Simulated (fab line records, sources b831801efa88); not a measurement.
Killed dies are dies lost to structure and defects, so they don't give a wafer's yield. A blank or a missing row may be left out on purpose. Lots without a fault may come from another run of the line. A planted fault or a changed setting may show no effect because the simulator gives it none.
fab line records | flow gf180mcu | part 2 of 2: steps 32 to 42 of 42
record lots=5 wafers=15 last_day=34
route steps=602 shown NSD@235 PSD@248 SAB@264
lots that met no fault: from a run of the same line without faults
start_h: hours from the record's first day to the start of the lot's first wafer shown | wait_h: hours since the lot's step before | " the same as in the row above | L1.1+2: a row that stands for several wafers | - no value, or no start given | * or withheld: withheld | < > ~ a bound
route shown NAME@n: a module of which the file shows steps, and the number in the route of the first | usual: mean/standard deviation of fault-free wafers | same: alike in all rows | chamber/n: place in a boat | sites: the reading at each site | _std_site: their standard deviation | _edge_site: outer sites' mean less inner sites' | radius_mm: how far each site lies from the wafer's centre | mask NAME#n: copy n | behind: the tool/chamber that last shaped the wafer | hold: why the lot was held/for how many hours/how that ended | device: the transistor (n, p or np) that didn't switch | end of line: the same wafers' tests at the end of the route | a step without rows: its recipe alone | killed: dies lost to structure and defects at the first sort, not the wafer's yield | map: a wafer's dies, x killed, . not, _ none there
set.NAME: the setting as run; set.NAME@STEP: as run at that earlier step | model.NAME: the simulator's own value behind a step, which no gauge read
lots at some steps of the route; a table a step, a row a wafer
services: from which hour (start_h, from the record's first day; less than 0 if before it) a tool's chamber was out of use, for how many hours, and why
## steps
# step GF_SAB_DEHYDRATE_02
# recipe temp_c=200 time_s=60
# usual plate_temp_C=200.00/0.14
# columns lot.wafer tool chamber start_h wait_h plate_temp_C
L075.1 litho_track-02 0 333.69 9.8 200.02
L075.2 " 0 " " 199.75
L075.3 " 0 " " 199.89
L085.3 litho_track-04 0 420.62 11.3 200.05
L085.4 " 0 " " 200.09
L085.5 " 0 " " 200.13
L091.3 litho_track-02 0 473.24 11.0 199.80
L091.4 " 0 " " 199.83
L091.5 " 0 " " 199.80
L093.1 litho_track-04 0 493.62 11.4 199.99
L093.3 " 0 " " 200.20
L093.4 " 0 " " 200.23
L096.3 litho_track-01 0 513.11 10.6 200.37
L096.5 " 0 " " 200.11
L096.6 " 0 " " 200.03
# step GF_SAB_HMDS_03
# recipe prime_time_s=60 prime_temp_c=120
# usual prime_temp_c=120.02/0.17
# columns lot.wafer tool chamber start_h wait_h prime_temp_c
L075.1 litho_track-02 0 333.84 0.1 120.21
L075.2 " 0 " " 120.34
L075.3 " 0 " " 120.35
L085.3 litho_track-04 0 420.77 0.1 120.07
L085.4 " 0 " " 120.07
L085.5 " 0 " " 120.07
L091.3 litho_track-02 0 473.39 0.1 120.17
L091.4 " 0 " " 120.09
L091.5 " 0 " " 119.81
L093.1 litho_track-04 0 493.77 0.1 119.98
L093.3 " 0 " " 119.99
L093.4 " 0 " " 120.17
L096.3 litho_track-01 0 513.26 0.1 119.94
L096.5 " 0 " " 120.01
L096.6 " 0 " " 119.94
# step GF_SAB_COAT_04
# recipe resist=NOVOLAK spin_rpm=3000 resist_thk_nm=1000
# columns lot.wafer tool chamber start_h wait_h
L075.1+2+3 litho_track-02 0 333.99 0.1
L085.3+4+5 litho_track-04 0 420.92 0.1
L091.3+4+5 litho_track-02 0 473.54 0.1
L093.1+3+4 litho_track-04 0 493.92 0.1
L096.3+5+6 litho_track-01 0 513.41 0.1
# step GF_SAB_SOFTBAKE_05
# recipe temp_c=90 time_s=60 resist=NOVOLAK
# usual plate_temp_C=90.00/0.13
# columns lot.wafer tool chamber start_h wait_h plate_temp_C
L075.1 litho_track-02 0 334.14 0.1 90.08
L075.2 " 0 " " 90.09
L075.3 " 0 " " 90.10
L085.3 litho_track-04 0 421.07 0.1 89.88
L085.4 " 0 " " 89.97
L085.5 " 0 " " 89.96
L091.3 litho_track-02 0 473.69 0.1 89.94
L091.4 " 0 " " 89.92
L091.5 " 0 " " 89.99
L093.1 litho_track-04 0 494.07 0.1 89.81
L093.3 " 0 " " 90.08
L093.4 " 0 " " 89.92
L096.3 litho_track-01 0 513.56 0.1 90.15
L096.5 " 0 " " 90.08
L096.6 " 0 " " 90.12
# step GF_SAB_EXPOSE_06
# recipe mask_id=SAB target_cd_nm=420 na=0.6 source_shape=conventional sigma_outer=0.6 dose_mj=140
# same na=0.6
# columns lot.wafer tool chamber start_h wait_h mask
L075.1+2+3 iline_stepper-02 0 - - SAB#0
L085.3+4+5 iline_stepper-01 0 - - SAB#0
L091.3+4+5 iline_stepper-01 0 - - SAB#0
L093.1+3+4 iline_stepper-01 0 - - SAB#0
L096.3+5+6 iline_stepper-01 0 - - SAB#0
# step GF_SAB_PEB_07
# recipe temp_c=withheld time_s=* resist=NOVOLAK
# columns lot.wafer tool chamber start_h wait_h
L075.1+2+3 litho_track-02 0 - -
L085.3+4+5 litho_track-02 0 - -
L091.3+4+5 litho_track-04 0 - -
L093.1+3+4 litho_track-04 0 - -
L096.3+5+6 litho_track-01 0 - -
# step GF_SAB_DEVELOP_08
# recipe develop_time_s=60 dev_temp_c=23
# columns lot.wafer tool chamber start_h wait_h
L075.1+2+3 litho_track-02 0 345.04 0.1
L085.3+4+5 litho_track-02 0 433.09 0.1
L091.3+4+5 litho_track-04 0 485.67 0.1
L093.1+3+4 litho_track-04 0 505.47 0.1
L096.3+5+6 litho_track-01 0 524.81 0.1
# step GF_SAB_CD_MEAS_09
# recipe target_cd_nm=420
# usual cd_nm=420.4/1.9
# columns lot.wafer tool chamber start_h wait_h cd_nm
L075.1 cd_sem-01 - 345.19 0.1 420.6
L075.2 " - " " 419.9
L075.3 " - " " 421.0
L085.3 cd_sem-01 - 433.23 0.1 420.2
L085.4 " - " " 419.6
L085.5 " - " " 418.0
L091.3 cd_sem-02 - 485.81 0.1 414.9
L091.4 " - " " 416.3
L091.5 " - " " 415.1
L093.1 cd_sem-02 - 505.62 0.1 421.1
L093.3 " - " " 421.8
L093.4 " - " " 418.4
L096.3 cd_sem-02 - 524.95 0.1 419.4
L096.5 " - " " 419.1
L096.6 " - " " 420.3
# step GF_SAB_OVL_MEAS_10
# usual SAB_OVL=1.1/1.5
# columns lot.wafer tool chamber start_h wait_h SAB_OVL[nm]
L075.1 overlay-02 - 345.31 0.1 2.4
L075.2 " - " " 1.8
L075.3 " - " " 1.4
L085.3 overlay-01 - 433.32 0.1 1.3
L085.4 " - " " 3.0
L085.5 " - " " 1.2
L091.3 overlay-02 - 485.90 0.1 0.4
L091.4 " - " " 2.5
L091.5 " - " " 0.1
L093.1 overlay-01 - 505.74 0.1 3.4
L093.3 " - " " 2.8
L093.4 " - " " 2.1
L096.3 overlay-02 - 525.04 0.1 1.2
L096.5 " - " " 1.4
L096.6 " - " " 1.9
# step GF_SAB_ETCH_11
# recipe chemistry=C4F8/O2/Ar mask_material=NOVOLAK target=SiO2 target_depth_nm=55 source_w=1500 bias_w=1200 pressure_mtorr=40 c4f8_flow_sccm=withheld O2_flow_sccm=6 Ar_flow_sccm=300 time_s=8.5
# usual bias_w=1200/3.8 oes_product_au=0.998/0.0093
# columns lot.wafer tool chamber start_h wait_h bias_w oes_product_au rf_hours_counter_h
L075.1 rie_diel-02 0 345.35 0.0 1201 1.011 7
L075.2 " 2 " " 1203 0.996 5
L075.3 " 1 " " 1201 0.994 6
L085.3 rie_diel-01 2 433.34 0.0 1199 0.991 32
L085.4 " 0 " " 1200 0.972 50
L085.5 " 3 " " 1195 0.985 -
L091.3 rie_diel-03 1 485.93 0.0 1198 0.992 1
L091.4 " 0 " " 1201 0.998 -
L091.5 " 3 " " 1195 1.011 -
L093.1 rie_diel-02 3 505.77 0.0 1207 0.996 3
L093.3 " 0 " " 1202 0.999 10
L093.4 " 2 " " 1202 1.010 9
L096.3 rie_diel-03 0 525.07 0.0 1208 0.992 75
L096.5 " 2 " " 1200 1.019 -
L096.6 " 3 " " 1198 1.016 -
# step GF_SAB_WET_ETCH_12
# recipe chemistry=dHF target_depth_nm=22 dry=n2_spin target=SiO2 temp_c=25 dilution=100:1 time_s=440
# usual bath_heat_duty_pct=6.2/0.76
# columns lot.wafer tool chamber start_h wait_h bath_heat_duty_pct
L075.1 wet_bench-01 0 345.37 0.0 6.1
L075.2 " 0 " " 5.3
L075.3 " 0 " " 5.8
L085.3 wet_bench-01 1 433.36 0.0 7.3
L085.4 " 1 " " 7.4
L085.5 " 1 " " 8.0
L091.3 wet_bench-01 1 485.95 0.0 7.1
L091.4 " 1 " " 6.8
L091.5 " 1 " " 6.4
L093.1 wet_bench-01 3 505.80 0.0 7.8
L093.3 " 3 " " 8.1
L093.4 " 3 " " 8.8
L096.3 wet_bench-04 2 525.09 0.0 5.5
L096.5 " 2 " " 5.8
L096.6 " 2 " " 6.1
## services
# columns tool chamber start_h hours kind
implanter-01 - 277.51 8.0 repair
rie_diel-03 - 281.78 2.8 pm
iline_stepper-02 - 284.83 1.1 repair
iline_stepper-02 - 286.56 4.4 pm
iline_stepper-02 - 294.11 1.7 pm
plasma_asher-02 - 295.64 3.0 repair
iline_stepper-01 - 312.39 1.2 repair
implanter-02 - 313.05 7.0 repair
plasma_asher-04 - 316.61 6.9 repair
plasma_asher-03 - 332.04 0.8 repair
iline_stepper-01 - 360.42 1.7 pm
implanter-04 - 361.89 3.6 repair
implanter-02 - 367.20 2.6 repair
iline_stepper-02 - 370.31 3.6 repair
plasma_asher-04 - 373.37 7.0 repair
plasma_asher-03 - 402.16 1.2 repair
implanter-01 - 410.17 3.7 pm
implanter-04 - 425.36 3.7 repair
plasma_asher-03 - 464.26 4.4 repair
implanter-01 - 465.65 3.5 repair
plasma_asher-04 - 481.78 14.6 pm
iline_stepper-01 - 497.49 14.2 repair
iline_stepper-02 - 512.35 1.7 pm
plasma_asher-03 - 520.35 0.6 repair
